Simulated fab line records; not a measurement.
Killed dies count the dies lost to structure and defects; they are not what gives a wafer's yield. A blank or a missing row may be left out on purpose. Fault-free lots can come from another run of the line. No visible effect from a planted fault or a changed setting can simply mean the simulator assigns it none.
8D (eight disciplines) problem report, filled in by code    flow gf180mcu    the parts of the form that need people (team, actions taken, sign-off) are left out

1. WHAT IS WRONG
spin speed rpm at GF_TOP_METAL_COAT_09 reads a mean of 3147.0 rpm on 6 wafers of 2 lots; wafers without a fault read 3000.2 rpm with a standard deviation of 2.5. That is +59 standard deviations from the usual mean.
The step: resist thk 1500 nm.
First observed at day 33 11:36: wafer L423.1, on litho track-03. The record holds 18 wafers of 6 lots with a number at this step. Rule for "out", or "out of limits": more than 4 standard deviations from the usual mean. The other wafers with a number count as sound.

2. WHAT IT IS; WHAT IT IS NOT
question                     is                      is not
which readings at this step  spin speed rpm          -
which lots                   L423, L424              L405, L416, L420, L421
which wafers of those lots   all that have a number  -
read on which tools          litho track-03          litho track-02, litho track-04
when                         from day 33 11:36       up to then (12 sound wafers)

3. SUSPECTS, AND WHAT RULES EACH OUT
Counting: a tool stays on the suspect list if, at a process step up to the reading, it processed all lots that are out and no sound lot following the first of them.
- cmp-02 at GF_V5_CMP_26 (polishes, stops on SiO2, t overpolish 15 s, target thk 0 nm): kept. It ran every lot that is out, first L423 (day 33 04:03), and no sound lot after that; its last sound lot up to then is L420 (day 32 10:26).
- pvd sputter-02 at GF_TOP_METAL_SPUTTER_01 (material TiN, target thk 30 nm, time 25 s): kept. It ran every lot that is out, first L423 (day 33 04:24), and no sound lot after that; its last sound lot up to then is L421 (day 32 14:56).
- pvd sputter-02 at GF_TOP_METAL_SPUTTER_02 (material AlCu, target thk 900 nm, time 47.82 s): kept. It ran every lot that is out, first L423 (day 33 04:26), and no sound lot after that; its last sound lot up to then is L421 (day 32 14:58).
- pvd sputter-02 at GF_TOP_METAL_SPUTTER_03 (material Ti, target thk 5 nm, time 3.3 s): kept. It ran every lot that is out, first L423 (day 33 04:28), and no sound lot after that; its last sound lot up to then is L421 (day 32 15:01).
- litho track-03 at GF_TOP_METAL_COAT_09 (resist thk 1500 nm): kept. It ran every lot that is out, first L423 (day 33 11:36), and no sound lot after that; its last sound lot up to then is L420 (day 32 18:34). Its own readings are out on those wafers: spin speed rpm.
Left after counting: cmp-02 at GF_V5_CMP_26, pvd sputter-02 at GF_TOP_METAL_SPUTTER_01, pvd sputter-02 at GF_TOP_METAL_SPUTTER_02, pvd sputter-02 at GF_TOP_METAL_SPUTTER_03, litho track-03 at GF_TOP_METAL_COAT_09.

4. THE CAUSE (what the simulator had put in)
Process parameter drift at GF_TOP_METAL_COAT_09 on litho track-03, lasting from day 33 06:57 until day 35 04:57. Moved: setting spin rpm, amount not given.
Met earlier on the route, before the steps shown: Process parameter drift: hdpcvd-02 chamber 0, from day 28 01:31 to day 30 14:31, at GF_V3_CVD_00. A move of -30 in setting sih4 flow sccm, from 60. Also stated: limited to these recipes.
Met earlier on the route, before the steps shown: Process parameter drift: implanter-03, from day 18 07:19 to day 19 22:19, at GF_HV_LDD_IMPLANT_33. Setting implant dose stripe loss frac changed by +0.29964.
After counting, 5 suspects remain, this tool included.

5. SEQUENCE OF EFFECTS, ordered by route
Rows list readings where the struck wafers' mean (over those with a number) sits beyond 3 standard deviations from the usual. Only readings whose record carries a usual standard deviation are examined. hours: median over the lots of the time between each lot's start at the first step of this table that gives one and its start at this step. sigmas: the change, counted in usual standard deviations.
hours  step                  reading         usual       on struck wafers  change  sigmas
0      GF_TOP_METAL_COAT_09  spin speed rpm  3000.2 rpm  3147.0            +146.8  +59
The process steps in it:
- GF_TOP_METAL_COAT_09: resist thk 1500 nm.
Later measuring or inspecting steps at which every struck wafer that the step has a row for has a number for every such reading, and none has moved that far: GF_TOP_METAL_CD_MEAS_14, GF_TOP_METAL_OVL_MEAS_15.

6. WHAT WOULD HAVE CAUGHT IT SOONER
In this record no reading fell out of limits until day 33 11:36, 5 hours after the fault had begun at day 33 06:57.
